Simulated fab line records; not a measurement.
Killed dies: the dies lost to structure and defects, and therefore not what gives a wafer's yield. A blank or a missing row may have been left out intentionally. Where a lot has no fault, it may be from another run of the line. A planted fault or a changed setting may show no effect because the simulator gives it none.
Code-filled problem report in 8D (eight disciplines) form / flow sky130 / the parts of the form that need people (team, actions taken, sign-off) are left out

1. WHAT WENT WRONG
Mean of chamber-pressure-pa at SKY_METAL4_SPUTTER_03: 0.3511 Pa across 3 wafers in 2 lots; on wafers with no fault it is 0.3999 Pa (standard deviation 0.0014). Relative to the usual mean, that is a shift of -35 standard deviations.
The step: material Ti, target thk 5 nm, time 3.3 s.
Earliest sighting: wafer L613.5 on pvd-sputter-04 at day 41 07:10. The record has a number at this step for 38 wafers belonging to 13 lots. Rule for "out" (also "out of limits"): further than 4 standard deviations from the usual mean. The other wafers with a number count as sound.

2. WHAT THIS IS AND IS NOT
question=which readings at this step | is=chamber-pressure-pa | is not=-
question=which lots | is=L613, L615 | is not=L611, L614, L616, L620, L622, L623, L625, L627, L629, L631, L632
question=which wafers of those lots | is=L613.5, L615.1, L615.5 | is not=L613.1, L613.3, L615.3
question=read on which tools | is=pvd-sputter-04 | is not=pvd-sputter-01, pvd-sputter-03
question=when | is=from day 41 07:10 | is not=up to then (5 sound wafers); but 30 sound wafers of L614, L615, L616, L620, L622, L623, L625, L627, L629, L631, L632 came after

3. THE SUSPECTS, EACH WITH WHAT RULES IT OUT
Counting: a tool at a process step up to the reading stays a suspect if it ran every lot that is out. Sound lots after the first of them don't rule it out here, since some wafers of a struck lot are sound.
- pvd-sputter-04 at SKY_METAL4_SPUTTER_03 (material Ti, target thk 5 nm, time 3.3 s): kept. It ran every lot that is out, first L613 (day 41 07:10); its last sound lot up to then is L611 (day 40 10:02). Its own chamber-pressure-pa readings are out on those wafers.
Left after counting: pvd-sputter-04 at SKY_METAL4_SPUTTER_03.

4. THE CAUSE (what the simulator had put in)
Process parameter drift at SKY_METAL4_SPUTTER_03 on pvd-sputter-04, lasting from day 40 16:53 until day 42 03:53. The setting chamber-pressure-pa was moved by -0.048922, starting from 0.4. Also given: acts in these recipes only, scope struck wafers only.
Only this tool survived the counting.

5. THE CHAIN OF EFFECTS, in route order
One row per reading whose mean, taken over the struck wafers that have a number, lies over 3 standard deviations from the usual. Readings are gone through only where the record gives a usual standard deviation; hours: the median, over the lots, of the time from a lot's start at the first step in this table giving one to that lot's start at this step; sigmas: the change measured in usual standard deviations.
hours=0; step=SKY_METAL4_SPUTTER_03; reading=chamber-pressure-pa; usual=0.3999 Pa; on struck wafers=0.3511; change=-0.0488; sigmas=-35
Here are the process steps it includes:
- SKY_METAL4_SPUTTER_03: material Ti, target thk 5 nm, time 3.3 s.

6. HOW IT WOULD HAVE BEEN CAUGHT EARLIER
In this record the first reading out of limits was taken at day 41 07:10, 14 hours after the fault began at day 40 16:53.
